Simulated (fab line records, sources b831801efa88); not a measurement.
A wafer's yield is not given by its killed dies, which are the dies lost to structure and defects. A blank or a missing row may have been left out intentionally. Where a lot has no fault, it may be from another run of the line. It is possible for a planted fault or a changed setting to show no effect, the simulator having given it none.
fab line records	flow sfqLine
record lots=6	wafers=18	lastDay=79
route steps=325 shown M6@261 I6@266
lots that met no fault: from a run of the same line without faults
startH: start of the lot's first displayed wafer, in hours after the record's first day	waitH: time in hours since the lot's previous step	" as in the row above	L1.1+2: one row covering several wafers at once	- either no value or no given start	* or withheld: withheld	< > ~ a bound
route shown NAME@n: names a module that has steps shown in the file, with the first one's number in the route	usual: mean/standard deviation of fault-free wafers	same: alike in all rows	chamber/n: place in a boat	sites: readings site by site	_std_site: standard deviation of those values	_edge_site: the outer-site mean with the inner-site mean subtracted	radiusMm: how far each site lies from the wafer's centre	mask NAME#n: copy n	behind: tool/chamber where the wafer was last shaped	hold: the reason the lot was held/the length of the hold in hours/how it ended	device: transistor that didn't switch, given as n, p or np	end of line: the tests these same wafers got at the end of their route	a step given without rows: its recipe and nothing more	killed: not the wafer's yield, but the dies lost to structure and defects at the first sort	map: a wafer's dies, marking killed ones x, the rest . and places with no die _
set.NAME: the setting the step ran with; set.NAME@STEP: the setting that earlier step ran with	model.NAME: the simulator's own value behind a step, which no gauge read
certain route steps with their lots: each step a table, each wafer a row
services: the hour from which a tool's chamber was out of use, counted from the record's first day as startH (under 0 if before that day), plus the number of hours and why
## steps
# step SFQ_M6_OVL_MEAS_940
# usual M6_OVL=4/5.4
lot.wafer	tool	chamber	startH	waitH	M6_OVL[nm]
L359.1	overlay-01	-	1467.38	0.1	7
L359.2	"	-	"	"	15
L359.5	"	-	"	"	11
L365.1	overlay-01	-	1696.16	0.1	8
L365.2	"	-	"	"	14
L365.4	"	-	"	"	10
L366.1	overlay-02	-	1698.56	0.1	-4
L366.5	"	-	"	"	-3
L366.6	"	-	"	"	4
L370.1	overlay-01	-	1762.16	0.1	2
L370.3	"	-	"	"	3
L370.5	"	-	"	"	0
L371.1	overlay-02	-	1765.76	0.1	6
L371.5	"	-	"	"	1
L371.6	"	-	"	"	2
L374.1	overlay-02	-	1791.23	0.1	2
L374.4	"	-	"	"	4
L374.5	"	-	"	"	2
# step SFQ_TRILAYER_M6_BARC_OPEN_METAL_ETCH_206
# recipe maskMaterial=PR	chemistry=O2	targetDepthNm=125	target=BARC	icpW=600	biasW=80	pressureMtorr=10	timeS=41.7
# usual drypumpMotorCurrentA=6.0/0.53	oesProductAu=0.685/0.0043
lot.wafer	tool	chamber	startH	waitH	drypumpMotorCurrentA	oesProductAu	rfHoursCounterH
L359.1	rieMetal-04	1	1467.42	0.0	5.1	0.683	109
L359.2	"	0	"	"	6.3	0.692	143
L359.5	"	0	"	"	6.2	0.685	-
L365.1	rieMetal-04	0	1696.19	0.0	6.2	0.679	27
L365.2	"	1	"	"	5.0	0.684	149
L365.4	"	0	"	"	6.2	0.684	-
L366.1	rieMetal-03	0	1698.59	0.0	6.3	0.682	62
L366.5	"	1	"	"	6.5	0.689	-
L366.6	"	0	"	"	6.3	0.689	-
L370.1	rieMetal-03	0	1762.19	0.0	6.3	0.691	71
L370.3	"	1	"	"	6.4	0.689	-
L370.5	"	1	"	"	6.5	0.685	-
L371.1	rieMetal-04	0	1765.79	0.0	6.2	0.686	40
L371.5	"	0	"	"	6.2	0.683	-
L371.6	"	1	"	"	5.0	0.691	-
L374.1	rieMetal-04	1	1791.27	0.0	5.0	0.691	7
L374.4	"	0	"	"	6.2	0.684	-
L374.5	"	1	"	"	5.1	0.687	-
# step SFQ_TRILAYER_M6_ETCH_METAL_ETCH_162
# recipe target=Nb	stopOn=SiO2	maskMaterial=PR	chemistry=Cl2/Ar	targetDepthNm=240	icpW=600	biasW=80	pressureMtorr=10	timeS=120
# usual drypumpMotorCurrentA=6.0/0.53	oesProductAu=0.893/0.0073
lot.wafer	tool	chamber	startH	waitH	drypumpMotorCurrentA	oesProductAu	rfHoursCounterH
L359.1	rieMetal-04	1	1467.48	0.0	5.0	0.901	109
L359.2	"	0	"	"	6.2	0.904	143
L359.5	"	0	"	"	6.3	0.893	-
L365.1	rieMetal-04	0	1696.25	0.0	6.2	0.908	28
L365.2	"	1	"	"	5.0	0.898	149
L365.4	"	0	"	"	6.1	0.900	-
L366.1	rieMetal-03	0	1698.65	0.0	6.3	0.882	62
L366.5	"	1	"	"	6.4	0.885	-
L366.6	"	0	"	"	6.3	0.883	-
L370.1	rieMetal-03	0	1762.25	0.0	6.3	0.891	72
L370.3	"	1	"	"	6.4	0.892	-
L370.5	"	1	"	"	6.4	0.894	-
L371.1	rieMetal-04	0	1765.85	0.0	6.3	0.883	40
L371.5	"	0	"	"	6.2	0.883	-
L371.6	"	1	"	"	5.0	0.887	-
L374.1	rieMetal-04	1	1791.33	0.0	5.1	0.889	7
L374.4	"	0	"	"	6.2	0.892	-
L374.5	"	1	"	"	5.0	0.887	-
# step SFQ_TRILAYER_M6_STRIP_STRIP_163
# recipe gas=O2	powerW=200	platenTempC=40	overashFraction=0.65	chemistry=O2	pressureMtorr=50
# step SFQ_TRILAYER_M6_STRIP_SOLV_CLEAN_164
# recipe chemistry=NMP	tempC=70	timeS=600
# step SFQ_TRILAYER_I6_DEP_PECVD_165
# recipe material=SiO2	tempC=150	timeS=111.11	pressureTorr=2.4	rfW=183.3	precursor=SiH4/N2O	targetThkNm=500
# step SFQ_TRILAYER_I6_CMP_CMP_166
# recipe material=SiO2	downForcePsi=3	platenRpm=60	padVelocityMS=0.94248
# usual motorCurrentA=10.0/0.87	slurryFlowMlMin=150.0/0.48	timeToEndpointS=214/9.1
lot.wafer	tool	chamber	startH	waitH	motorCurrentA	slurryFlowMlMin	timeToEndpointS
L359.2	cmp-01	0	1468.46	0.0	10.2	150.0	213
L359.1	"	2	1469.46	1.0	9.9	150.7	209
L359.5	"	0	1470.46	2.0	10.5	149.7	212
L365.1	cmp-02	3	1697.23	0.0	9.9	150.0	230
L365.4	"	0	"	"	9.3	150.2	222
L365.2	"	2	1698.73	1.5	10.7	149.7	213
L366.1	cmp-01	3	1701.15	1.5	10.2	149.9	213
L366.6	"	0	"	"	10.3	150.7	213
L366.5	"	1	"	"	11.9	149.6	213
L370.1	cmp-02	3	1764.23	1.0	10.0	149.8	218
L370.3	"	0	"	"	9.6	150.2	217
L370.5	"	2	1765.73	2.5	10.6	150.1	207
L371.1	cmp-01	0	1767.83	1.0	11.3	149.4	193
L371.5	"	2	1768.83	2.0	9.6	148.9	203
L371.6	"	3	"	"	10.0	150.3	207
L374.1	cmp-02	1	1792.31	0.0	8.8	150.6	219
L374.4	"	0	1793.81	1.5	9.6	149.4	218
L374.5	"	2	1794.81	2.5	10.1	150.3	204
# step SFQ_I6_BOW_MEAS_941
# recipe mode=bow
# usual I6_BOW=8/10
lot.wafer	tool	chamber	startH	waitH	I6_BOW[um]
L359.1	filmMetro-04	-	1471.46	1.5	13
L359.2	"	-	"	"	12
L359.5	"	-	"	"	15
L365.1	filmMetro-04	-	1700.23	2.5	5
L365.2	"	-	"	"	0
L365.4	"	-	"	"	8
L366.1	filmMetro-01	-	1702.65	1.0	-9
L366.5	"	-	"	"	-4
L366.6	"	-	"	"	-4
L370.1	filmMetro-04	-	1766.23	1.5	-4
L370.3	"	-	"	"	-8
L370.5	"	-	"	"	-2
L371.1	filmMetro-01	-	1769.83	1.5	-16
L371.5	"	-	"	"	-5
L371.6	"	-	"	"	-8
L374.1	filmMetro-02	-	1795.31	2.5	4
L374.4	"	-	"	"	10
L374.5	"	-	"	"	19
# step SFQ_TRILAYER_I6_METRO_MEASURE_167
# usual thkNm=199.1/1.4
lot.wafer	tool	chamber	startH	waitH	thkNm
L359.1	filmMetro-04	-	1471.58	0.1	199.2
L359.2	"	-	"	"	198.2
L359.5	"	-	"	"	199.4
L365.1	filmMetro-04	-	1700.35	0.1	200.8
L365.2	"	-	"	"	198.5
L365.4	"	-	"	"	199.5
L366.1	filmMetro-01	-	1702.77	0.1	199.8
L366.5	"	-	"	"	197.7
L366.6	"	-	"	"	198.1
L370.1	filmMetro-04	-	1766.35	0.1	200.0
L370.3	"	-	"	"	199.5
L370.5	"	-	"	"	199.0
L371.1	filmMetro-01	-	1769.95	0.1	196.8
L371.5	"	-	"	"	196.7
L371.6	"	-	"	"	198.9
L374.1	filmMetro-02	-	1795.43	0.1	202.1
L374.4	"	-	"	"	198.4
L374.5	"	-	"	"	198.3
# step SFQ_TRILAYER_I6_VIA_LITHO_COAT_174
# recipe resist=BARC	spinRpm=3000	resistThkNm=62
# step SFQ_TRILAYER_I6_VIA_LITHO_COAT_169
# recipe resist=KrF	spinRpm=3000	resistThkNm=650
# step SFQ_TRILAYER_I6_VIA_LITHO_SOFTBAKE_173
# recipe tempC=withheld	timeS=withheld	resist=KrF
# step SFQ_TRILAYER_I6_VIA_LITHO_EXPOSE_170
# recipe maskId=I6	na=0.6	sourceShape=conventional	sigmaOuter=0.65	targetCdNm=700	doseMj=21.3
# usual focusOffsetNm=-0.1/0.48
lot.wafer	tool	chamber	startH	waitH	mask	focusOffsetNm
L359.1	krfScanner-02	0	1476.68	-	I6#0	-0.1
L359.2	"	0	"	"	I6#0	-0.6
L359.5	"	0	"	"	I6#0	-0.3
L365.1	krfScanner-01	0	1702.83	-	I6#0	-0.2
L365.2	"	0	"	"	I6#0	-0.1
L365.4	"	0	"	"	I6#0	0.0
L366.1	krfScanner-01	0	1704.72	-	I6#0	0.3
L366.5	"	0	"	"	I6#0	0.4
L366.6	"	0	"	"	I6#0	0.2
L370.1	krfScanner-01	0	1768.37	-	I6#0	0.0
L370.3	"	0	"	"	I6#0	-0.3
L370.5	"	0	"	"	I6#0	-0.1
L371.1	krfScanner-01	0	1773.08	-	I6#0	0.3
L371.5	"	0	"	"	I6#0	-0.2
L371.6	"	0	"	"	I6#0	0.1
L374.1	krfScanner-01	0	1797.38	-	I6#0	-1.3
L374.4	"	0	"	"	I6#0	0.1
L374.5	"	0	"	"	I6#0	-0.9
# step SFQ_TRILAYER_I6_VIA_LITHO_PEB_172
# recipe pebTempC=115	pebTimeS=60	resist=KrF
# step SFQ_TRILAYER_I6_VIA_LITHO_DEVELOP_171
# recipe timeS=60	resist=KrF
# step SFQ_I6_OVL_MEAS_942
# usual I6_OVL=1/6
lot.wafer	tool	chamber	startH	waitH	I6_OVL[nm]
L359.1	overlay-02	-	1478.18	0.1	-1
L359.2	"	-	"	"	3
L359.5	"	-	"	"	-1
L365.1	overlay-01	-	1704.33	0.1	9
L365.2	"	-	"	"	13
L365.4	"	-	"	"	16
L366.1	overlay-02	-	1706.22	0.1	0
L366.5	"	-	"	"	4
L366.6	"	-	"	"	0
L370.1	overlay-01	-	1769.87	0.1	8
L370.3	"	-	"	"	4
L370.5	"	-	"	"	5
L371.1	overlay-01	-	1774.58	0.1	-8
L371.5	"	-	"	"	3
L371.6	"	-	"	"	-5
L374.1	overlay-02	-	1798.88	0.1	-1
L374.4	"	-	"	"	0
L374.5	"	-	"	"	-1
# step SFQ_TRILAYER_I6_VIA_BARC_OPEN_VIA_ETCH_235
# recipe maskMaterial=PR	chemistry=O2	targetDepthNm=125	target=BARC	sourceW=500	biasW=80	pressureMtorr=30	timeS=41.7
# usual drypumpMotorCurrentA=5.7/0.44	oesProductAu=0.685/0.0045
lot.wafer	tool	chamber	startH	waitH	drypumpMotorCurrentA	oesProductAu	rfHoursCounterH	model.I6.cdNm
L359.1	rieDiel-02	3	1478.22	0.0	6.1	0.686	10	701.7
L359.2	"	2	"	"	5.2	0.687	21	700.6
L359.5	"	3	"	"	6.2	0.675	-	703.3
L365.1	rieDiel-04	1	1704.36	0.0	6.3	0.679	19	698.1
L365.2	"	3	"	"	5.6	0.679	6	712
L365.4	"	3	"	"	5.6	0.687	-	713
L366.1	rieDiel-02	2	1706.25	0.0	5.2	0.681	3	700.1
L366.5	"	1	"	"	5.7	0.686	-	714.4
L366.6	"	2	"	"	5.2	0.686	-	700.4
L370.1	rieDiel-04	3	1769.91	0.0	5.6	0.685	6	697
L370.3	"	0	"	"	5.5	0.694	3	697.5
L370.5	"	0	"	"	5.4	0.683	-	696.6
L371.1	rieDiel-04	3	1774.62	0.0	5.6	0.689	6	701.2
L371.5	"	3	"	"	5.6	0.683	-	701.5
L371.6	"	0	"	"	5.4	0.680	-	701.6
L374.1	rieDiel-02	0	1798.91	0.0	4.8	0.689	1	699.1
L374.4	"	3	"	"	6.2	0.682	16	701.6
L374.5	"	0	"	"	4.8	0.681	-	700.9
# step SFQ_TRILAYER_I6_VIA_ETCH_VIA_ETCH_172
# recipe target=SiO2	stopOn=Nb	maskMaterial=PR	taperDeg=20	chemistry=CHF3	targetDepthNm=260	sourceW=500	biasW=80	pressureMtorr=30	timeS=withheld
# usual drypumpMotorCurrentA=5.7/0.44	oesProductAu=0.853/0.006
lot.wafer	tool	chamber	startH	waitH	drypumpMotorCurrentA	oesProductAu	model.I6.cdNm
L359.1	rieDiel-02	3	1478.26	0.0	6.1	0.857	698.9
L359.2	"	2	"	"	5.2	0.854	700.6
L359.5	"	3	"	"	6.1	0.854	700.9
L365.1	rieDiel-04	1	1704.40	0.0	6.2	0.864	698.6
L365.2	"	3	"	"	5.6	0.854	712.9
L365.4	"	3	"	"	5.6	0.846	714.4
L366.1	rieDiel-02	2	1706.29	0.0	5.2	0.851	699.9
L366.5	"	1	"	"	5.7	0.856	713.9
L366.6	"	2	"	"	5.2	0.853	701.1
L370.1	rieDiel-04	3	1769.94	0.0	5.6	0.850	696.9
L370.3	"	0	"	"	5.5	0.853	697.6
L370.5	"	0	"	"	5.5	0.852	697.3
L371.1	rieDiel-04	3	1774.66	0.0	5.6	0.844	701.8
L371.5	"	3	"	"	5.6	0.841	701
L371.6	"	0	"	"	5.5	0.844	702.3
L374.1	rieDiel-02	0	1798.95	0.0	4.8	0.858	699.7
L374.4	"	3	"	"	6.2	0.863	700.9
L374.5	"	0	"	"	4.8	0.861	700.8
# step SFQ_TRILAYER_I6_VIA_STRIP_STRIP_173
# recipe gas=O2	powerW=200	platenTempC=40	overashFraction=0.65	chemistry=O2	pressureMtorr=50
# usual drypumpMotorCurrentA=6.0/0.58	oesProductAu=0.996/0.0079
lot.wafer	tool	chamber	startH	waitH	drypumpMotorCurrentA	oesProductAu	rfHoursCounterH
L359.1	rieMetal-03	1	1478.37	-	6.4	0.992	24
L359.2	"	0	"	"	6.3	0.992	34
L359.5	"	0	"	"	6.3	0.986	-
L365.1	rieMetal-03	1	1704.52	-	6.5	0.988	53
L365.2	"	0	"	"	6.3	1.006	63
L365.4	"	1	"	"	6.5	0.993	-
L366.1	rieMetal-04	0	1706.40	-	6.2	0.997	29
L366.5	"	0	"	"	6.2	0.992	-
L366.6	"	1	"	"	5.0	0.974	-
L370.1	rieMetal-02	1	1770.06	-	6.0	0.999	29
L370.3	"	1	"	"	6.0	1.000	-
L370.5	"	1	"	"	6.0	0.990	-
L371.1	rieMetal-04	1	1774.77	-	5.0	0.994	5
L371.5	"	0	"	"	6.2	0.995	-
L371.6	"	1	"	"	5.0	1.005	-
L374.1	rieMetal-03	0	1799.06	-	6.3	0.987	77
L374.4	"	1	"	"	6.4	0.985	-
L374.5	"	0	"	"	6.3	0.995	-
## services
tool	chamber	startH	hours	kind
krfScanner-01	-	1444.66	53.2	repair
rieDiel-04	-	1479.28	0.6	repair
krfScanner-01	-	1497.81	1.3	pm
krfScanner-01	-	1505.11	1.0	pm
rieDiel-04	2	1506.43	2.4	repair
rieMetal-03	-	1507.12	5.0	repair
rieDiel-02	2	1564.69	6.6	repair
rieDiel-02	-	1567.97	0.8	repair
krfScanner-01	-	1573.50	1.2	repair
rieDiel-02	0	1574.37	22.4	repair
rieDiel-04	-	1574.72	1.0	repair
krfScanner-01	-	1577.29	9.7	repair
krfScanner-01	-	1592.67	0.4	repair
krfScanner-01	-	1621.70	0.9	repair
rieMetal-03	-	1622.55	1.4	pm
rieMetal-04	-	1629.21	1.4	pm
rieDiel-02	-	1661.72	2.8	pm
rieMetal-04	0	1661.82	7.4	repair
rieMetal-03	-	1671.23	2.8	pm
rieDiel-04	2	1703.57	8.0	repair
rieDiel-04	3	1738.62	27.3	repair
rieMetal-04	-	1753.40	0.9	repair
rieMetal-04	1	1757.32	8.2	repair
rieDiel-02	0	1776.13	14.3	repair
## key
firstSign none at tools or gauges
modelEffect step=SFQ_TRILAYER_I6_VIA_BARC_OPEN_VIA_ETCH_235	value=I6.cdNm	without=699.8	struck=713.2
modelEffect step=SFQ_TRILAYER_I6_VIA_ETCH_VIA_ETCH_172	value=I6.cdNm	without=700.4	struck=713.7
metAt SFQ_TRILAYER_I6_VIA_LITHO_EXPOSE_170
struckWafers L365.2,L365.4,L366.5
fault kind=processParameterDrift	tool=krfScanner-01	chamber=-	onsetH=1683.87	steps=SFQ_TRILAYER_I6_VIA_LITHO_EXPOSE_170	channel=focusNm	offset=307.61	shape=step	endH=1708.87	scope=struckWafersOnly
